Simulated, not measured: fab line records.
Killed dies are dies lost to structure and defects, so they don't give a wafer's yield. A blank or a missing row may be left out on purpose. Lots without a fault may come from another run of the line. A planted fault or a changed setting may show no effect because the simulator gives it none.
Problem report in the 8D (eight disciplines) form, filled by code :: flow gf180mcu :: the parts of the form that need people (team, actions taken, sign-off) are left out

## 1. WHAT WENT WRONG
DUAL_GATE_OXIDATION_00_THK at GF_DUAL_GATE_THK_MEAS_03 reads a mean of 9.10 nm on 6 wafers of 2 lots; wafers without a fault read 10.89 nm with a standard deviation of 0.22. That is -8.2 standard deviations from the usual mean.
The first sign was on wafer L179.2 at day 9 19:13, on film-metro-02. At this step, 42 wafers from 14 lots have a number in the record. Rule for "out", or "out of limits": more than 4 standard deviations from the usual mean. Any other wafer with a number is counted as sound.

## 2. WHAT IT IS, AND WHAT IT ISN'T
question: which readings at this step
is: DUAL_GATE_OXIDATION_00_THK
is not: -

question: which lots
is: L179, L180
is not: L171, L172, L174, L175, L176, L177, L178, L189, L191, L192, L193, L194

question: which wafers of those lots
is: all that have a number
is not: -

question: read on which gauges
is: film-metro-01, film-metro-02
is not: film-metro-03

question: when
is: from day 9 19:13
is not: up to then (21 sound wafers); but 15 sound wafers of L189, L191, L192, L193, L194 came after

## 3. WHAT RULES OUT EACH SUSPECT
Counting: a tool stays on the suspect list if, at a process step up to the reading, it processed all lots that are out and no sound lot following the first of them.
- ruled out: the gauge at GF_DUAL_GATE_THK_MEAS_03. Those wafers that are out were read across 2 gauges (film-metro-01, film-metro-02).
- furnace-01 at GF_DUAL_GATE_OXIDATION_02 (stabilise 600 s, purge 300 s, target thk 10.887 nm): ruled out as a lasting fault. After its first lot that is out, L179 (day 9 17:45), sound lots L191 ran on it.
Left after counting: nothing in the record.

## 4. THE CAUSE (what the simulator had put in)
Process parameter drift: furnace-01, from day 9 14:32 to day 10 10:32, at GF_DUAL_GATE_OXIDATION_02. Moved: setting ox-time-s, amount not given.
It was ruled out by counting, in error; the rule expects a fault to strike all lots run on its tool from its start on, and this fault did not.

## 5. THE CHAIN OF EFFECTS, in route order
Each row: a reading where the mean over the struck wafers with a number is more than 3 standard deviations away from the usual. Only readings whose record carries a usual standard deviation are examined. hours: median over the lots of the time between each lot's start at the first step of this table that gives one and its start at this step. sigmas: the change, counted in usual standard deviations.
hours: 0
step: GF_DUAL_GATE_THK_MEAS_03
reading: DUAL_GATE_OXIDATION_00_THK
usual: 10.89 nm
on struck wafers: 9.10
change: -1.79
sigmas: -8.2

## 6. WHAT WOULD HAVE CAUGHT IT SOONER
5 hours passed between the start of the fault at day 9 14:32 and the first reading out of limits at a measuring or inspecting step in this record, taken at day 9 19:13.
An alarm limit of 4 standard deviations would not have fired on the tool readings at GF_DUAL_GATE_OXIDATION_02 for which the record gives a usual standard deviation, since none of them was out on any struck wafer.
